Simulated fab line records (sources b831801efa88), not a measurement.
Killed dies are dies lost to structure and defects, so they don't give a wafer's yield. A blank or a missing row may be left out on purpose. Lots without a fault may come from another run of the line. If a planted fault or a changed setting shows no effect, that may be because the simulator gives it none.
Chamber matching + flow gf180mcu + cmp-01 running GF_V4_CMP_26: 4 sister chambers
The step polishes, stops on SiO2, t overpolish 15 s, target thk 0 nm. 4 wafers are shown with their chamber, then 8 later ones without.

WAFERS PAIRED WITH THEIR CHAMBERS
| wafer  | chamber | motorCurrentA (A) |
|--------|---------|-------------------|
| L710.1 | 3       | 10.1              |
| L719.3 | 1       | 10.9              |
| L719.4 | 0       | 10.9              |
| L720.1 | 2       | 12.5              |

WAFERS WHOSE CHAMBER IS MISSING
| wafer  | motorCurrentA (A) |
|--------|-------------------|
| L720.5 | 12.9              |
| L720.6 | 9.6               |
| L731.4 | 11.1              |
| L731.5 | 11.9              |
| L731.6 | 9.6               |
| L732.1 | 10.3              |
| L732.3 | 10.1              |
| L732.5 | 9.6               |

CHAMBER TAKEN BY EACH
| wafer  | from the rows above          | in truth |
|--------|------------------------------|----------|
| L720.5 | 2                            | 2        |
| L720.6 | can't be placed: 3 or 0 or 1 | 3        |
| L731.4 | can't be placed: 0 or 1 or 3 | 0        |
| L731.5 | can't be placed: 2 or 0 or 1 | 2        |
| L731.6 | can't be placed: 3 or 0 or 1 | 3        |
| L732.1 | can't be placed: 3 or 0 or 1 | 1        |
| L732.3 | can't be placed: 3 or 0 or 1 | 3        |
| L732.5 | can't be placed: 3 or 0 or 1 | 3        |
Placed correctly: 1 of 8. Can't be placed from these rows: 7 (the true chamber is among the candidates in 7). 0 placed wrongly.
How it was worked out, from the rows above alone: a wafer's distance from a chamber is the root of the sum, over the readings, of the square of ((its reading less the chamber's mean) divided by the reading's scatter). If the next closest chamber is less than 2 further off than the closest, the wafer can't be placed; otherwise it belongs to the closest. A chamber's mean is the mean of its shown wafers. The scatter: with one shown wafer a chamber, the root of the mean of the squares of how far each hidden wafer lies from its nearest shown one.
